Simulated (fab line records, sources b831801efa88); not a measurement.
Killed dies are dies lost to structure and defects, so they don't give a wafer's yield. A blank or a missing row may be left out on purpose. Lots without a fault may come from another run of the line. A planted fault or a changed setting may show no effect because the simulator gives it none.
fab line records | flow sky130
record lots=7 wafers=21 last_day=50
route steps=708 shown VIA1@461
lots that met no fault: from a run of the same line without faults
start_h: hours from the record's first day to the start of the lot's first wafer shown | wait_h: hours since the lot's step before | " the same as in the row above | L1.1+2: a row that stands for several wafers | - no value, or no start given | * or withheld: withheld | < > ~ a bound
route shown NAME@n: a module of which the file shows steps, and the number in the route of the first | usual: mean/standard deviation of fault-free wafers | same: alike in all rows | chamber/n: place in a boat | sites: the reading at each site | _std_site: their standard deviation | _edge_site: outer sites' mean less inner sites' | radius_mm: how far each site lies from the wafer's centre | mask NAME#n: copy n | behind: the tool/chamber that last shaped the wafer | hold: why the lot was held/for how many hours/how that ended | device: the transistor (n, p or np) that didn't switch | end of line: the same wafers' tests at the end of the route | a step without rows: its recipe alone | killed: dies lost to structure and defects at the first sort, not the wafer's yield | map: a wafer's dies, x killed, . not, _ none there
set.NAME: the setting as run; set.NAME@STEP: as run at that earlier step | model.NAME: the simulator's own value behind a step, which no gauge read
lots at some steps of the route; a table a step, a row a wafer
services: from which hour (start_h, from the record's first day; less than 0 if before it) a tool's chamber was out of use, for how many hours, and why
## steps
# step SKY_VIA1_BOW_MEAS_03
# recipe mode=bow
# usual VIA1_BOW=80/7.1
# columns lot.wafer tool chamber start_h wait_h VIA1_BOW[um]
L400.2 film_metro-01 - 799.31 0.3 73
L400.4 " - " " 69
L400.5 " - " " 82
L401.1 film_metro-04 - 811.54 0.2 79
L401.2 " - " " 81
L401.6 " - " " 79
L402.1 film_metro-02 - 819.37 0.3 79
L402.5 " - " " 78
L402.6 " - " " 73
L404.4 film_metro-01 - 836.05 0.2 74
L404.5 " - " " 86
L404.6 " - " " 81
L409.2 film_metro-01 - 874.02 0.2 77
L409.4 " - " " 85
L409.5 " - " " 71
L411.1 film_metro-04 - 894.12 0.1 84
L411.2 " - " " 82
L411.6 " - " " 77
L417.1 film_metro-01 - 922.09 0.1 84
L417.3 " - " " 84
L417.6 " - " " 83
# step SKY_VIA1_DEHYDRATE_04
# recipe temp_c=200 time_s=60
# step SKY_VIA1_HMDS_05
# recipe prime_time_s=60 prime_temp_c=120
# step SKY_VIA1_COAT_06
# recipe resist=BARC temp_c=withheld time_s=withheld spin_rpm=3000 resist_thk_nm=60
# step SKY_VIA1_COAT_07
# recipe resist=KrF-thick spin_rpm=3000 resist_thk_nm=450
# step SKY_VIA1_SOFTBAKE_08
# recipe temp_c=100 time_s=90 resist=KrF-thick
# step SKY_VIA1_EXPOSE_09
# recipe mask_id=VIM na=0.8 source_shape=annular sigma_inner=0.55 sigma_outer=0.85 target_cd_nm=150 dose_mj=38
# step SKY_VIA1_PEB_10
# recipe peb_temp_c=withheld peb_time_s=withheld resist=KrF-thick
# step SKY_VIA1_DEVELOP_11
# recipe develop_time_s=60 resist=KrF-thick dev_temp_c=21
# step SKY_VIA1_CD_MEAS_12
# recipe target_cd_nm=150
# usual cd_nm=150.3/1.8
# columns lot.wafer tool chamber start_h wait_h cd_nm
L400.2 cd_sem-02 - 825.27 - 149.3
L400.4 " - " " 149.8
L400.5 " - " " 150.0
L401.1 cd_sem-02 - 837.55 - 147.7
L401.2 " - " " 150.1
L401.6 " - " " 150.0
L402.1 cd_sem-02 - 845.48 - 150.4
L402.5 " - " " 149.9
L402.6 " - " " 151.1
L404.4 cd_sem-02 - 862.86 - 148.5
L404.5 " - " " 149.2
L404.6 " - " " 149.7
L409.2 cd_sem-01 - 899.44 - 152.0
L409.4 " - " " 151.2
L409.5 " - " " 150.1
L411.1 cd_sem-01 - 918.80 - 149.8
L411.2 " - " " 149.8
L411.6 " - " " 150.2
L417.1 cd_sem-01 - 946.48 - 149.5
L417.3 " - " " 147.7
L417.6 " - " " 150.4
# step SKY_VIA1_OVL_MEAS_13
# usual VIA1_OVL=-2/4.8
# columns lot.wafer tool chamber start_h wait_h VIA1_OVL[nm]
L400.2 overlay-02 - 825.37 0.1 5
L400.4 " - " " 4
L400.5 " - " " -7
L401.1 overlay-02 - 837.67 0.1 -8
L401.2 " - " " 7
L401.6 " - " " 0
L402.1 overlay-01 - 845.60 0.1 -3
L402.5 " - " " -3
L402.6 " - " " -2
L404.4 overlay-01 - 862.94 0.1 0
L404.5 " - " " -11
L404.6 " - " " 2
L409.2 overlay-02 - 899.54 0.1 0
L409.4 " - " " -7
L409.5 " - " " 0
L411.1 overlay-01 - 918.92 0.1 6
L411.2 " - " " -2
L411.6 " - " " -5
L417.1 overlay-02 - 946.60 0.1 -7
L417.3 " - " " -6
L417.6 " - " " -4
# step SKY_VIA1_ETCH_14
# recipe chemistry=N2/H2 target=BARC ion_energy_ev=200 source_w=500 bias_w=100 pressure_mtorr=30 n2_flow_sccm=100 h2_flow_sccm=200 stop_on=SiO2 time_s=45.9 target_depth_a=600
# usual bias_w=100.0/0.33 chamber_pressure_mTorr=29.998/0.026 drypump_motor_current_A=5.9/0.41 h2_flow_sccm=200.0/0.57 oes_product_au=0.856/0.0045 throttle_valve_pct=13.225/0.0091
# columns lot.wafer tool chamber start_h wait_h bias_w chamber_pressure_mTorr drypump_motor_current_A h2_flow_sccm oes_product_au rf_hours_counter_h throttle_valve_pct
L400.2 rie_diel-03 3 825.40 0.0 99.8 29.996 6.1 199.3 0.857 19 13.214
L400.4 " 2 " " 99.6 30.024 5.2 199.5 0.855 17 13.225
L400.5 " 2 " " 100.1 30.073 5.1 200.0 0.866 - 13.225
L401.1 rie_diel-04 1 837.70 0.0 100.2 29.969 6.0 199.5 0.851 7 13.225
L401.2 " 0 " " 99.6 29.957 5.3 200.1 0.857 1 13.219
L401.6 " 3 " " 99.7 29.989 6.1 200.4 0.854 - 13.231
L402.1 rie_diel-04 2 845.64 0.0 99.7 30.026 6.0 200.2 0.855 20 13.202
L402.5 " 3 " " 100.1 29.992 6.1 199.9 0.862 - 13.232
L402.6 " 2 " " 99.7 29.986 6.0 200.3 0.850 - 13.243
L404.4 rie_diel-01 0 862.95 0.0 99.7 30.038 6.0 200.4 0.855 13 13.227
L404.5 " 1 " " 99.8 29.992 6.1 200.5 0.856 - 13.225
L404.6 " 0 " " 99.9 30.025 6.0 199.3 0.850 - 13.225
L409.2 rie_diel-01 0 899.57 0.0 99.9 30.032 6.0 200.0 0.858 14 13.233
L409.4 " 2 " " 99.5 29.959 6.3 200.2 0.852 - 13.212
L409.5 " 3 " " 100.2 30.060 6.2 199.8 0.858 - 13.218
L411.1 rie_diel-04 3 918.96 0.0 100.1 30.019 6.1 200.2 0.857 11 13.216
L411.2 " 2 " " 99.9 29.996 5.9 199.5 0.847 22 13.216
L411.6 " 0 " " 100.0 29.961 5.2 199.3 0.859 - 13.230
L417.1 rie_diel-01 3 946.63 0.0 100.0 29.995 6.2 201.2 0.860 2 13.228
L417.3 " 0 " " 100.2 29.983 6.0 200.1 0.864 16 13.228
L417.6 " 0 " " 100.5 29.980 6.0 200.4 0.857 - 13.216
# step SKY_VIA1_ETCH_15
# recipe target=SiO2 chemistry=C4F8/O2/Ar target_depth_nm=351 stop_on=TiN mask_material=KrF-thick source_w=1500 bias_w=1200 pressure_mtorr=40 c4f8_flow_sccm=withheld O2_flow_sccm=6 Ar_flow_sccm=300 time_s=54
# usual bias_w=1200/3.8 chamber_pressure_mTorr=40.00/0.034 oes_product_au=0.980/0.0059
# columns lot.wafer tool chamber start_h wait_h bias_w chamber_pressure_mTorr oes_product_au rf_hours_counter_h model.KrF-thick_of_VIA1_COAT_07.thk_nm
L400.2 rie_diel-03 3 825.45 0.0 - - - - 394.5
L400.4 " 2 " " - - - - 394.7
L400.5 " 2 " " - - - - 394.6
L401.1 rie_diel-04 1 837.75 0.0 - - - - 395.5
L401.2 " 0 " " - - - - 391.4
L401.6 " 3 " " - - - - 393.6
L402.1 rie_diel-04 2 845.68 0.0 - - - - 394.4
L402.5 " 3 " " - - - - 393.2
L402.6 " 2 " " - - - - 393.9
L404.4 rie_diel-01 0 863.00 0.0 1210 40.07 0.969 13 324.1
L404.5 " 1 " " 1200 40.00 0.975 - 324.7
L404.6 " 0 " " 1210 39.99 0.984 - 324.7
L409.2 rie_diel-01 0 899.61 0.0 1201 39.91 0.974 14 323.8
L409.4 " 2 " " 1202 40.03 0.977 - 322.5
L409.5 " 3 " " 1203 39.99 0.989 - 320.3
L411.1 rie_diel-04 3 919.00 0.0 1205 40.05 0.977 11 322.1
L411.2 " 2 " " 1198 40.00 0.976 22 321.6
L411.6 " 0 " " 1201 39.93 0.983 - 320.6
L417.1 rie_diel-01 3 946.68 0.0 1200 39.99 0.984 2 323.9
L417.3 " 0 " " 1196 39.97 0.983 16 323.5
L417.6 " 0 " " 1202 39.94 0.989 - 324.8
# step SKY_VIA1_STRIP_16
# recipe chemistry=O2/N2 power_w=1400 pressure_mtorr=1500 platen_temp_c=withheld o2_flow_sccm=3000 n2_flow_sccm=300 overash_fraction=0.5
# usual chamber_pressure_mTorr=1499.9/1.5 drypump_motor_current_A=5.7/0.5 oes_product_au=0.417/0.0044 strip_time_to_endpoint_s=4.471/0.021
# columns lot.wafer tool chamber start_h wait_h chamber_pressure_mTorr drypump_motor_current_A oes_product_au rf_hours_counter_h strip_time_to_endpoint_s
L400.2 plasma_asher-01 0 825.49 0.0 1501.8 5.3 0.441 39 5.215
L400.4 " 1 " " 1498.8 6.1 0.449 - 5.224
L400.5 " 0 " " 1500.3 5.3 0.450 - 5.219
L401.1 plasma_asher-04 1 837.79 0.0 1501.5 6.4 0.448 9 5.233
L401.2 " 0 " " 1500.6 5.3 0.441 9 5.175
L401.6 " 0 " " 1500.4 5.3 0.449 - 5.214
L402.1 plasma_asher-04 1 845.73 0.0 1496.5 6.4 0.449 10 5.233
L402.5 " 0 " " 1500.3 5.3 0.447 - 5.195
L402.6 " 1 " " 1502.2 6.4 0.448 - 5.208
L404.4 plasma_asher-04 0 863.08 0.1 1499.3 5.3 0.409 - 4.472
L404.5 " 1 " " 1500.9 6.4 0.411 - 4.479
L404.6 " 0 " " 1499.6 5.3 0.412 - 4.466
L409.2 plasma_asher-04 1 899.66 0.0 1501.3 6.4 0.423 15 4.456
L409.4 " 0 " " 1501.1 5.3 0.415 - 4.444
L409.5 " 1 " " 1498.0 6.4 0.416 - 4.451
L411.1 plasma_asher-04 1 919.04 0.0 1498.9 6.4 0.417 18 4.450
L411.2 " 0 " " 1498.4 5.3 0.415 18 4.446
L411.6 " 0 " " 1498.1 5.3 0.414 - 4.441
L417.1 plasma_asher-03 1 946.72 0.0 1497.8 5.1 0.415 80 4.476
L417.3 " 0 " " 1499.0 5.6 0.416 - 4.460
L417.6 " 0 " " 1499.6 5.6 0.424 - 4.489
# step SKY_VIA1_STRIP_17
# recipe chemistry=post_etch_residue_remover time_s=1200 temp_c=72.5
## services
# columns tool chamber start_h hours kind
rie_diel-01 3 823.32 - clean
rie_diel-01 3 823.32 38.4 scheduled_down
rie_diel-01 3 823.32 38.4 vent_cycle
rie_diel-01 - 829.38 1.8 repair
rie_diel-03 3 830.92 19.2 repair
plasma_asher-03 - 840.00 4.4 repair
plasma_asher-04 - 841.65 2.1 repair
rie_diel-03 2 848.33 6.5 repair
plasma_asher-01 - 862.54 3.6 repair
rie_diel-04 3 876.71 6.6 repair
plasma_asher-03 - 880.70 2.3 repair
rie_diel-01 1 897.52 3.9 repair
rie_diel-01 3 913.37 9.5 repair
rie_diel-03 - 915.03 7.1 repair
rie_diel-01 2 931.53 2.8 repair
plasma_asher-01 - 938.11 1.0 repair
rie_diel-04 2 939.95 - clean
rie_diel-04 2 939.95 13.1 scheduled_down
rie_diel-04 2 939.95 13.1 vent_cycle
## key
first_sign step=SKY_VIA1_ETCH_15 reading=tool_record direction=missing
effect step=SKY_VIA1_STRIP_16 reading=strip_time_to_endpoint_s direction=up sigmas=36 usual=* struck=*
model_effect step=SKY_VIA1_ETCH_15 value=KrF-thick_of_VIA1_COAT_07.thk_nm without=324 struck=394
met_at SKY_VIA1_ETCH_15
struck_wafers L400.2,L400.4,L400.5,L401.1,L401.2,L401.6,L402.1,L402.5,L402.6
later_rows_left_out L400.2,L400.4,L400.5,L401.1,L401.2,L401.6,L402.1,L402.5,L402.6
sort_left_out L400.2,L400.4,L400.5,L401.1,L401.2,L401.6,L402.1,L402.5,L402.6
fault kind=skipped_step_whole tool=rie_diel-03,rie_diel-04 chamber=- onset_h=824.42 steps=SKY_VIA1_ETCH_15 scope=struck_lots_only
# sort_left_out: the simulated sort isn't trusted on such a fault, so these wafers' sort isn't shown, and their yield isn't known
# later_rows_left_out: the simulator's readings of these wafers behind a module that went badly wrong aren't trusted and aren't shown, but for the sort
